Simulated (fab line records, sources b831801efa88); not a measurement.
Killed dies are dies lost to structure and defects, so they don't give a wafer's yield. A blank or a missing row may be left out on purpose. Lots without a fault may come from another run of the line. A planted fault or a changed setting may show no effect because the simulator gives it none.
fab line records | flow gf180mcu
record lots=12 wafers=36 last_day=34
route steps=602 shown VT_IMPLANT@99 NSD@262 SAB@268
lots that met no fault: from a run of the same line without faults
start_h: hours from the record's first day to the start of the lot's first wafer shown | wait_h: hours since the lot's step before | " the same as in the row above | L1.1+2: a row that stands for several wafers | - no value, or no start given | * or withheld: withheld | < > ~ a bound
route shown NAME@n: a module of which the file shows steps, and the number in the route of the first | usual: mean/standard deviation of fault-free wafers | same: alike in all rows | chamber/n: place in a boat | sites: the reading at each site | _std_site: their standard deviation | _edge_site: outer sites' mean less inner sites' | radius_mm: how far each site lies from the wafer's centre | mask NAME#n: copy n | behind: the tool/chamber that last shaped the wafer | hold: why the lot was held/for how many hours/how that ended | device: the transistor (n, p or np) that didn't switch | end of line: the same wafers' tests at the end of the route | a step without rows: its recipe alone | killed: dies lost to structure and defects at the first sort, not the wafer's yield | map: a wafer's dies, x killed, . not, _ none there
set.NAME: the setting as run; set.NAME@STEP: as run at that earlier step | model.NAME: the simulator's own value behind a step, which no gauge read
steps of the route over a sample of lots; a table a step, a row a wafer
services: from which hour (start_h, from the record's first day; less than 0 if before it) a tool's chamber was out of use, for how many hours, and why
## steps
# step GF_VT_IMPLANT_STRIP_09
# recipe chemistry=O2/N2 power_w=1400 pressure_mtorr=1500 platen_temp_c=250 o2_flow_sccm=3000 n2_flow_sccm=300 overash_fraction=0.5
# usual drypump_motor_current_A=5.7/0.54 heater_power_w=339/56 oes_product_au=0.716/0.0049 strip_time_to_endpoint_s=12.64/0.033
# columns lot.wafer tool chamber start_h wait_h drypump_motor_current_A heater_power_w oes_product_au rf_hours_counter_h strip_time_to_endpoint_s
L341.1 plasma_asher-01 0 108.98 0.1 5.7 429 0.729 33 12.63
L341.3 " 0 " " 5.7 437 0.712 - 12.69
L341.4 " 1 " " 5.7 273 0.714 - 12.71
L342.3 plasma_asher-04 0 121.64 0.1 6.5 309 0.711 - 12.64
L342.4 " 1 " " 4.9 318 0.717 - 12.63
L342.6 " 1 " " 4.9 325 0.719 - 12.66
L343.2 plasma_asher-02 1 124.50 0.1 5.5 324 0.723 1 12.65
L343.3 " 1 " " 5.5 330 0.716 - 12.63
L343.5 " 0 " " 5.6 396 0.717 - 12.68
L344.2 plasma_asher-04 1 132.90 0.1 4.9 324 0.708 49 12.59
L344.4 " 1 " " 4.9 323 0.716 - 12.64
L344.5 " 0 " " 6.5 301 0.715 - 12.60
L346.2 plasma_asher-02 0 141.20 0.1 5.5 396 0.719 2 12.63
L346.3 " 0 " " 5.6 402 0.725 - 12.66
L346.4 " 1 " " 5.5 330 0.717 - 12.64
L347.2 plasma_asher-02 0 150.00 0.1 5.5 395 0.724 3 12.60
L347.3 " 1 " " 5.5 333 0.721 - 12.64
L347.4 " 0 " " 5.6 405 0.716 - 12.67
L348.1 plasma_asher-01 0 154.53 0.1 5.7 441 0.719 39 12.68
L348.4 " 1 " " 5.7 282 0.710 - 12.67
L348.5 " 1 " " 5.7 270 0.720 - 12.67
L352.2 plasma_asher-04 0 176.83 0.1 6.4 313 0.716 53 12.64
L352.4 " 0 " " 6.5 310 0.716 - 12.68
L352.6 " 0 " " 6.5 306 0.719 - 12.66
L358.2 plasma_asher-01 0 215.05 0.1 5.7 443 0.719 45 12.59
L358.5 " 1 " " 5.7 272 0.727 - 12.58
L358.6 " 0 " " 5.7 441 0.718 - 12.59
L359.3 plasma_asher-04 0 226.93 0.1 6.5 303 0.710 - 12.61
L359.5 " 0 " " 6.5 312 0.708 - 12.60
L359.6 " 1 " " 4.9 326 0.716 - 12.62
L360.1 plasma_asher-04 1 231.70 0.1 4.9 311 0.717 59 12.60
L360.3 " 1 " " 4.9 321 0.716 - 12.59
L360.4 " 0 " " 6.5 302 0.717 - 12.59
L364.3 plasma_asher-04 1 255.61 0.1 4.9 322 0.710 - 12.63
L364.4 " 0 " " 6.5 311 0.712 - 12.64
L364.5 " 0 " " 6.5 306 0.718 - 12.62
# step GF_VT_IMPLANT_OVL_MEAS_29
# usual VT_IMPLANT_02_OVL=-0.2/1.4
# columns lot.wafer tool chamber start_h wait_h VT_IMPLANT_02_OVL[nm]
L341.1 overlay-01 - 138.46 0.1 -1.3
L341.3 " - " " -1.8
L341.4 " - " " -2.5
L342.3 overlay-02 - 152.38 0.1 -0.4
L342.4 " - " " 0.8
L342.6 " - " " -0.4
L343.2 overlay-02 - 155.37 0.1 -0.2
L343.3 " - " " -0.9
L343.5 " - " " 1.4
L344.2 overlay-01 - 163.97 0.1 -1.4
L344.4 " - " " -1.3
L344.5 " - " " -0.5
L346.2 overlay-02 - 172.50 0.1 0.6
L346.3 " - " " 0.0
L346.4 " - " " 2.5
L347.2 overlay-01 - 181.40 0.1 -1.5
L347.3 " - " " -0.9
L347.4 " - " " -0.5
L348.1 overlay-02 - 188.36 0.1 0.5
L348.4 " - " " 0.9
L348.5 " - " " -2.9
L352.2 overlay-01 - 211.12 0.1 -1.1
L352.4 " - " " -1.0
L352.6 " - " " -1.3
L358.2 overlay-01 - 252.42 0.1 1.3
L358.5 " - " " 1.9
L358.6 " - " " 0.1
L359.3 overlay-01 - 264.53 0.1 -0.1
L359.5 " - " " -1.4
L359.6 " - " " -1.7
L360.1 overlay-02 - 269.71 0.1 0.8
L360.3 " - " " -0.7
L360.4 " - " " -1.3
L364.3 overlay-01 - 294.58 0.1 -1.3
L364.4 " - " " 0.7
L364.5 " - " " -0.4
# step GF_PSD_RS_MEAS_14
# recipe thk_meas_gauge=four-point-probe
# usual NSD_RS=46.13/0.085
# columns lot.wafer tool chamber start_h wait_h NSD_RS[ohm/sq]
L341.1 film_metro-01 - 314.00 0.1 46.29
L341.3 " - " " 46.17
L341.4 " - " " 46.20
L343.2 film_metro-01 - 336.46 0.1 46.30
L343.3 " - " " 46.14
L343.5 " - " " 46.18
L342.3 film_metro-01 - 337.55 0.1 46.16
L342.4 " - " " 46.09
L342.6 " - " " 46.12
L344.2 film_metro-04 - 345.46 0.1 46.07
L344.4 " - " " 46.11
L344.5 " - " " 46.02
L346.2 film_metro-03 - 359.35 0.1 46.21
L346.3 " - " " 46.14
L346.4 " - " " 46.06
L347.2 film_metro-04 - 364.73 0.1 45.95
L347.3 " - " " 46.09
L347.4 " - " " 46.14
L348.1 film_metro-01 - 379.08 0.1 46.10
L348.4 " - " " 45.99
L348.5 " - " " 46.10
L352.2 film_metro-03 - 410.42 0.1 46.27
L352.4 " - " " 46.05
L352.6 " - " " 46.18
L358.2 film_metro-01 - 463.18 0.1 46.15
L358.5 " - " " 46.14
L358.6 " - " " 46.10
L359.3 film_metro-04 - 475.02 0.1 46.00
L359.5 " - " " 46.15
L359.6 " - " " 45.99
L360.1 film_metro-01 - 486.06 0.1 46.12
L360.3 " - " " 46.06
L360.4 " - " " 46.16
L364.3 film_metro-03 - 511.50 0.1 46.13
L364.4 " - " " 46.09
L364.5 " - " " 46.09
# step GF_SAB_COAT_04
# recipe resist=NOVOLAK spin_rpm=3000 resist_thk_nm=1000
# usual resist_line_temp_C=23.00/0.099 spin_speed_rpm=2999.8/1.8
# columns lot.wafer tool chamber start_h wait_h resist_line_temp_C spin_speed_rpm
L341.1 litho_track-04 0 324.08 0.1 22.97 3001.1
L341.3 " 0 " " 22.85 2999.5
L341.4 " 0 " " 23.00 2999.4
L343.2 litho_track-02 0 347.19 0.1 23.04 3000.1
L343.3 " 0 " " 23.08 2998.0
L343.5 " 0 " " 22.95 2998.8
L342.3 litho_track-04 0 348.38 0.1 22.94 2999.0
L342.4 " 0 " " 23.14 2999.4
L342.6 " 0 " " 23.06 2998.1
L344.2 litho_track-03 0 356.38 0.1 23.01 2998.7
L344.4 " 0 " " 23.07 3001.2
L344.5 " 0 " " 23.01 3003.1
L346.2 litho_track-02 0 369.84 0.1 22.87 3001.8
L346.3 " 0 " " 22.82 2999.2
L346.4 " 0 " " 22.90 3003.3
L347.2 litho_track-03 0 375.83 0.1 22.86 2999.2
L347.3 " 0 " " 23.11 2998.2
L347.4 " 0 " " 22.93 2999.7
L348.1 litho_track-04 0 390.38 0.1 23.30 2997.5
L348.4 " 0 " " 22.99 2998.4
L348.5 " 0 " " 23.17 2997.9
L352.2 litho_track-04 0 422.15 0.1 23.07 2996.3
L352.4 " 0 " " 23.13 2997.6
L352.6 " 0 " " 23.07 2998.8
L358.2 litho_track-02 0 475.14 0.1 22.86 3003.3
L358.5 " 0 " " 22.87 2996.6
L358.6 " 0 " " 22.94 3000.5
L359.3 litho_track-02 0 486.86 0.1 23.09 3000.1
L359.5 " 0 " " 22.80 2999.9
L359.6 " 0 " " 22.94 3001.1
L360.1 litho_track-02 0 497.36 0.1 23.05 2999.9
L360.3 " 0 " " 23.09 3000.8
L360.4 " 0 " " 22.96 3002.2
L364.3 litho_track-03 0 522.61 0.1 23.04 3002.7
L364.4 " 0 " " 22.95 3000.4
L364.5 " 0 " " 22.84 3000.5
# step GF_SAB_STRIP_13
# recipe chemistry=O2/N2 power_w=1400 pressure_mtorr=1500 platen_temp_c=250 o2_flow_sccm=3000 n2_flow_sccm=300 overash_fraction=0.5
# usual drypump_motor_current_A=5.5/0.64 heater_power_w=333/45 oes_product_au=0.709/0.0044 strip_time_to_endpoint_s=12.596/0.03
# columns lot.wafer tool chamber start_h wait_h drypump_motor_current_A heater_power_w oes_product_au rf_hours_counter_h strip_time_to_endpoint_s
L341.1 plasma_asher-04 0 335.02 0.0 6.5 301 0.708 69 12.576
L341.3 " 1 " " 4.9 317 0.704 - 12.582
L341.4 " 0 " " 6.5 299 0.704 - 12.616
L343.2 plasma_asher-03 1 358.53 0.0 5.0 374 0.706 68 12.568
L343.3 " 0 " " 5.0 340 0.715 - 12.619
L343.5 " 1 " " 5.0 383 0.709 - 12.587
L342.3 plasma_asher-01 1 359.11 0.0 5.7 267 0.702 - 12.620
L342.4 " 0 " " 5.7 439 0.705 - 12.625
L342.6 " 1 " " 5.7 278 0.715 - 12.570
L344.2 plasma_asher-04 1 368.02 0.0 4.9 321 0.711 72 12.590
L344.4 " 1 " " 4.9 318 0.706 - 12.604
L344.5 " 0 " " 6.5 300 0.710 - 12.623
L346.2 plasma_asher-04 1 381.74 0.0 4.9 319 0.706 74 12.595
L346.3 " 0 " " 6.5 301 0.718 - 12.597
L346.4 " 1 " " 4.9 322 0.700 - 12.605
L347.2 plasma_asher-01 0 387.38 0.0 5.7 432 0.707 64 12.558
L347.3 " 0 " " 5.7 453 0.707 - 12.577
L347.4 " 1 " " 5.7 274 0.706 - 12.632
L348.1 plasma_asher-03 1 402.69 0.0 5.0 375 0.705 73 12.613
L348.4 " 0 " " 5.0 333 0.717 - 12.627
L348.5 " 0 " " 5.0 329 0.710 - 12.605
L352.2 plasma_asher-01 0 434.74 0.0 5.7 441 0.713 70 12.586
L352.4 " 0 " " 5.7 445 0.708 - 12.576
L352.6 " 0 " " 5.7 439 0.714 - 12.624
L358.2 plasma_asher-04 1 487.36 0.0 4.9 323 0.702 85 12.625
L358.5 " 0 " " 6.5 304 0.710 - 12.618
L358.6 " 1 " " 4.9 324 0.707 - 12.632
L359.3 plasma_asher-03 0 498.82 0.0 5.0 333 0.709 - 13.061
L359.5 " 1 " " 4.9 347 0.706 - 13.079
L359.6 " 0 " " 5.0 328 0.704 - 13.072
L360.1 plasma_asher-03 1 510.35 0.0 5.0 347 0.704 9 13.038
L360.3 " 0 " " 5.0 335 0.711 - 13.046
L360.4 " 1 " " 5.0 344 0.710 - 13.072
L364.3 plasma_asher-04 0 534.88 0.0 6.5 307 0.706 - 12.613
L364.4 " 1 " " 4.9 326 0.711 - 12.597
L364.5 " 0 " " 6.5 310 0.715 - 12.621
## services
# columns tool chamber start_h hours kind
plasma_asher-02 - 108.75 9.0 pm
plasma_asher-02 0 108.75 9.0 vent_cycle
plasma_asher-02 - 118.11 1.0 repair
plasma_asher-02 - 127.68 4.3 pm
plasma_asher-02 - 186.24 2.8 repair
plasma_asher-02 - 193.88 1.9 repair
plasma_asher-01 - 204.84 0.4 repair
plasma_asher-02 - 205.76 2.7 repair
plasma_asher-02 - 374.45 14.6 pm
plasma_asher-04 - 382.66 2.0 repair
plasma_asher-02 - 404.87 4.0 pm
plasma_asher-03 - 410.89 0.7 repair
plasma_asher-02 - 413.05 6.8 repair
plasma_asher-03 - 421.25 9.0 pm
plasma_asher-03 0 421.25 9.0 vent_cycle
plasma_asher-03 1 421.25 9.0 vent_cycle
plasma_asher-03 - 422.05 0.9 repair
plasma_asher-03 0 430.25 - clean
plasma_asher-03 1 430.25 - clean
plasma_asher-01 - 438.07 4.9 repair
plasma_asher-02 - 465.81 1.8 repair
plasma_asher-04 - 496.03 6.7 repair
plasma_asher-01 - 497.25 15.6 pm
plasma_asher-01 - 519.27 1.7 repair
## key
first_sign step=GF_SAB_STRIP_13 reading=strip_time_to_endpoint_s direction=up sigmas=16 usual=* struck=*
effect none on later readings
met_at GF_SAB_COAT_04
struck_lots L359,L360
tester_left_out L359,L360
not_acting_at GF_VT_IMPLANT_STRIP_09,GF_VT_IMPLANT_OVL_MEAS_29,GF_PSD_RS_MEAS_14
onset_between 475.14 486.86
also_fits GF_SAB_STRIP_13:plasma_asher-03
fault kind=process_parameter_drift tool=litho_track-02 chamber=- onset_h=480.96 steps=GF_SAB_COAT_04 channel=resist_thk_nm offset=* shape=step end_h=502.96 acts_in=* stated=*
# tester_left_out: of these lots the tester's yield and bins aren't shown, on N5 and GAA mostly nor the transistor test; their killed dies are dies lost to structure and defects alone, not to doping, threshold or leakage, so they don't give the yield
